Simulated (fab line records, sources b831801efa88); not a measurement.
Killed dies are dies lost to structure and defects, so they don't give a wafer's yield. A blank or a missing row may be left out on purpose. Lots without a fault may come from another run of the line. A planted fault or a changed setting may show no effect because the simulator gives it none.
fab line records | flow gf180mcu
record lots=6 wafers=18 last_day=34
route steps=602 shown MVSD@72 MVPSD@78
lots that met no fault: from a run of the same line without faults
start_h: hours from the record's first day to the start of the lot's first wafer shown | wait_h: hours since the lot's step before | " the same as in the row above | L1.1+2: a row that stands for several wafers | - no value, or no start given | * or withheld: withheld | < > ~ a bound
route shown NAME@n: a module of which the file shows steps, and the number in the route of the first | usual: mean/standard deviation of fault-free wafers | same: alike in all rows | chamber/n: place in a boat | sites: the reading at each site | _std_site: their standard deviation | _edge_site: outer sites' mean less inner sites' | radius_mm: how far each site lies from the wafer's centre | mask NAME#n: copy n | behind: the tool/chamber that last shaped the wafer | hold: why the lot was held/for how many hours/how that ended | device: the transistor (n, p or np) that didn't switch | end of line: the same wafers' tests at the end of the route | a step without rows: its recipe alone | killed: dies lost to structure and defects at the first sort, not the wafer's yield | map: a wafer's dies, x killed, . not, _ none there
set.NAME: the setting as run; set.NAME@STEP: as run at that earlier step | model.NAME: the simulator's own value behind a step, which no gauge read
lots at some steps of the route; a table a step, a row a wafer
services: from which hour (start_h, from the record's first day; less than 0 if before it) a tool's chamber was out of use, for how many hours, and why
## steps
# step GF_MVSD_DEVELOP_06
# recipe wall_angle_deg=90 develop_time_s=60 dev_temp_c=23
# step GF_MVSD_OVL_MEAS_07
# usual MVSD_OVL=-0.5/1.5
# columns lot.wafer tool chamber start_h wait_h MVSD_OVL[nm]
L781.1 overlay-02 - 87.58 - -0.8
L781.3 " - " " -0.4
L781.5 " - " " -1.5
L794.2 overlay-02 - 163.38 - 0.7
L794.5 " - " " 0.9
L794.6 " - " " -1.2
L795.1 overlay-02 - 172.17 - 0.9
L795.3 " - " " -0.1
L795.5 " - " " 1.2
L798.1 overlay-02 - 186.84 - -1.6
L798.4 " - " " -1.9
L798.5 " - " " -1.3
L802.1 overlay-02 - 210.04 - -0.4
L802.2 " - " " 0.7
L802.6 " - " " -1.1
L803.1 overlay-02 - 216.39 - -1.2
L803.3 " - " " -0.7
L803.6 " - " " -0.2
# step GF_MVSD_IMPLANT_08
# recipe species=P energy_kev=400 dose_cm2=1.6e+13 tilt_deg=0
# step GF_MVSD_IMPLANT_09
# recipe species=P energy_kev=100 dose_cm2=5e+12 tilt_deg=0
# step GF_MVSD_STRIP_10
# recipe chemistry=O2/N2 power_w=1400 pressure_mtorr=1500 platen_temp_c=250 o2_flow_sccm=3000 n2_flow_sccm=300 overash_fraction=0.5
# usual drypump_motor_current_A=5.44/0.18 heater_power_w=330/26 oes_product_au=0.723/0.0045 strip_time_to_endpoint_s=36.96/0.096
# columns lot.wafer tool chamber start_h wait_h drypump_motor_current_A heater_power_w oes_product_au rf_hours_counter_h strip_time_to_endpoint_s
L781.1 plasma_asher-02 0 87.92 0.1 5.46 356 0.727 45 36.83
L781.3 " 0 " " 5.41 344 0.718 - 36.85
L781.5 " 1 " " 5.33 306 0.720 - 36.98
L794.2 plasma_asher-02 1 163.71 0.1 5.33 310 0.727 53 36.89
L794.5 " 0 " " 5.49 350 0.720 - 36.92
L794.6 " 1 " " 5.34 313 0.720 - 36.87
L795.1 plasma_asher-02 1 172.51 0.1 5.37 312 0.726 54 37.06
L795.3 " 1 " " 5.35 313 0.718 - 37.07
L795.5 " 0 " " 5.50 346 0.730 - 37.15
L798.1 plasma_asher-01 0 187.17 0.1 5.30 368 0.723 37 37.04
L798.4 " 1 " " 5.84 284 0.725 - 37.01
L798.5 " 1 " " 5.84 286 0.723 - 36.99
L802.1 plasma_asher-03 1 210.37 0.1 5.57 313 0.724 55 36.91
L802.2 " 0 " " 5.24 359 0.723 55 36.87
L802.6 " 1 " " 5.59 318 0.724 - 36.80
L803.1 plasma_asher-01 0 216.72 0.1 5.27 361 0.725 40 36.95
L803.3 " 0 " " 5.28 359 0.721 - 36.92
L803.6 " 1 " " 5.86 282 0.722 - 36.93
# step GF_MVSD_TW_MEAS_11
# usual MVSD_TW=1585/22
# columns lot.wafer tool chamber start_h wait_h MVSD_TW
L781.1 film_metro-04 - 88.02 0.1 1574
L781.3 " - " " 1575
L781.5 " - " " 1567
L794.2 film_metro-03 - 163.82 0.1 1560
L794.5 " - " " 1561
L794.6 " - " " 1557
L795.1 film_metro-03 - 172.61 0.1 1562
L795.3 " - " " 1566
L795.5 " - " " 1562
L798.1 film_metro-03 - 187.27 0.1 1563
L798.4 " - " " 1565
L798.5 " - " " 1557
L802.1 film_metro-01 - 210.47 0.1 1607
L802.2 " - " " 1592
L802.6 " - " " 1611
L803.1 film_metro-01 - 216.82 0.1 1613
L803.3 " - " " 1601
L803.6 " - " " 1611
# step GF_MVPSD_DEHYDRATE_00
# recipe temp_c=200 time_s=60
# step GF_MVPSD_HMDS_01
# recipe prime_time_s=60 prime_temp_c=120
# step GF_MVPSD_COAT_02
# recipe spin_rpm=2000 resist_thk_nm=3000
# step GF_MVPSD_SOFTBAKE_03
# recipe temp_c=110 time_s=withheld
# step GF_MVPSD_EXPOSE_04
# recipe mask_id=MVPSD target_cd_nm=1000 na=0.6 source_shape=conventional sigma_outer=0.6 dose_mj=260
# step GF_MVPSD_PEB_05
# recipe temp_c=115 time_s=withheld
# step GF_MVPSD_DEVELOP_06
# recipe wall_angle_deg=90 develop_time_s=60 dev_temp_c=23
# usual chill_plate_temp_C=22.99/0.1 develop_time_s=60/0
# columns lot.wafer tool chamber start_h wait_h chill_plate_temp_C develop_time_s
L781.1 litho_track-03 0 101 - 22.88 60
L781.3 " 0 " " 22.98 60
L781.5 " 0 " " 23.03 60
L794.2 litho_track-02 - 180 - - -
L794.5 " - " " - -
L794.6 " - " " - -
L795.1 litho_track-01 - 188 - - -
L795.3 " - " " - -
L795.5 " - " " - -
L798.1 litho_track-01 0 204 - 22.93 60
L798.4 " 0 " " 22.89 60
L798.5 " 0 " " 22.96 60
L802.1 litho_track-03 0 227 - 23.07 60
L802.2 " 0 " " 23.04 60
L802.6 " 0 " " 23.12 60
L803.1 litho_track-03 0 234 - 23.01 60
L803.3 " 0 " " 22.96 60
L803.6 " 0 " " 23.00 60
# step GF_MVPSD_OVL_MEAS_07
# usual MVPSD_OVL=-1.1/1.6
# columns lot.wafer tool chamber start_h wait_h MVPSD_OVL[nm]
L781.1 overlay-02 - 102.04 - -5.2
L781.3 " - " " -2.3
L781.5 " - " " -3.3
L794.2 overlay-01 - 180.63 - -
L794.5 " - " " -
L794.6 " - " " -
L795.1 overlay-02 - 189.02 - -
L795.3 " - " " -
L795.5 " - " " -
L798.1 overlay-02 - 204.37 - 0.0
L798.4 " - " " -2.6
L798.5 " - " " -1.0
L802.1 overlay-01 - 227.89 - -3.3
L802.2 " - " " -1.5
L802.6 " - " " -0.7
L803.1 overlay-01 - 234.39 - -1.0
L803.3 " - " " -1.7
L803.6 " - " " -0.9
## services
# columns tool chamber start_h hours kind
plasma_asher-01 - 162.53 0.9 repair
litho_track-03 - 223.48 - consumable_replace:filter
plasma_asher-01 - 231.14 3.0 repair
## key
first_sign step=GF_MVPSD_DEVELOP_06 reading=tool_record direction=missing
effect none on later readings
met_at GF_MVPSD_DEVELOP_06
struck_wafers L794.2,L794.5,L794.6,L795.1,L795.3,L795.5
sort_left_out L794.2,L794.5,L794.6,L795.1,L795.3,L795.5
tester_left_out L794,L795
fault kind=skipped_step_whole tool=litho_track-01,litho_track-02 chamber=- onset_h=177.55 steps=GF_MVPSD_DEVELOP_06 scope=struck_lots_only
# tester_left_out: of these lots the tester's yield and bins aren't shown, on N5 and GAA mostly nor the transistor test; their killed dies are dies lost to structure and defects alone, not to doping, threshold or leakage, so they don't give the yield
# sort_left_out: the simulated sort isn't trusted on such a fault, so these wafers' sort isn't shown, and their yield isn't known
